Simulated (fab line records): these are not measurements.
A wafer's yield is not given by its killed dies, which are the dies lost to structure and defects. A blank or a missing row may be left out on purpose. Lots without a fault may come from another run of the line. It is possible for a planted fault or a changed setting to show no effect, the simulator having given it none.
One fault seen from 2 desks -- flow gf180mcu -- what lay behind the numbers comes last; until then each desk has only its own

AT THE TOOL OWNER'S DESK: rie diel-04
The tool's own readings at GF_POLY_GATE_ETCH_12 (etches BARC in N2/H2): means of the sampled wafers that have a number, for each lot that ran on this tool. Marked OUT: a lot whose mean sits more than 4 standard deviations from the usual mean, which makes it out of limits; the brackets give that distance.
Columns: A = bias w at GF_POLY_GATE_ETCH_12, usual 100.07 W; B = drypump motor current A at GF_POLY_GATE_ETCH_12, usual 5.6 A; C = oes product au at GF_POLY_GATE_ETCH_12, usual 0.735 a.u.; D = throttle valve pct at GF_POLY_GATE_ETCH_12, usual 13.215 %
lot,first seen here,A,B,C,D
L111,day 10 02:01,100.12,5.7,0.740,13.216
L118,day 12 08:37,100.03,5.5,0.736,13.208
L121,day 13 07:37,100.31,5.5,0.737,13.210
L127,day 14 21:22,90.53 (-35) OUT,5.7,0.738,13.208
L129,day 15 11:19,90.70 (-35) OUT,5.7,0.736,13.213
This desk's verdict: out of limits on L127, L129, starting with L127 at day 14 21:22 (bias w at GF_POLY_GATE_ETCH_12). In limits: L111, L118, L121.

AT THE METROLOGY DESK
What the gauges read, lot by lot, whatever tool the lot ran on: means of the sampled wafers that have a number. Marked OUT: a lot whose mean sits more than 4 standard deviations from the usual mean, which makes it out of limits; the brackets give that distance.
Columns: A = VT_IMPLANT_03_OVL at GF_VT_IMPLANT_OVL_MEAS_40, usual 0.1 nm; B = POLY_GATE_OVL at GF_POLY_GATE_OVL_MEAS_11, usual -1 nm; C = cd nm at GF_HV_LDD_CD_MEAS_07, usual 400.0 nm
lot,first seen here,A,B,C
L108,day 7 11:31,-2.4,4,400.9
L109,day 7 17:22,0.4,-2,396.7
L111,day 8 07:12,0.8,-6,400.0
L112,day 8 15:04,-1.3,0,399.1
L113,day 8 22:07,2.4,-1,402.4
L117,day 9 22:46,-2.8,6,398.0
L118,day 10 08:33,-1.8,6,402.0
L119,day 10 14:16,0.4,1,395.2
L120,day 10 23:42,-0.5,-10,401.5
L121,day 11 04:57,0.8,-5,401.4
L126,day 12 16:23,-0.8,-5,401.0
L127,day 12 22:43,-0.7,-1,400.1
L129,day 13 08:51,-1.2,5,397.7
L131,day 14 00:25,-0.7,-9,403.0
Finding of this desk: none of the 14 lots has anything out of limits.

BROUGHT TOGETHER
The tool owner's desk had the chance to raise an alarm at day 14 21:22 on L127, L129.
The metrology desk saw nothing out of limits.
The metrology desk holds a record of L127, L129, inside its limits.
The lots listed all ran GF_POLY_GATE_ETCH_12 on rie diel-04.

WHAT THE SIMULATOR PUT IN
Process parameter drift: rie diel-04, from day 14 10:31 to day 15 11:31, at GF_POLY_GATE_ETCH_12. A move of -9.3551 in setting bias w, from 100. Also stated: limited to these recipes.
Struck lots among those shown: L127, L129.
Hours from the fault's start to each desk's first reading out of limits: the tool owner's desk, 11.
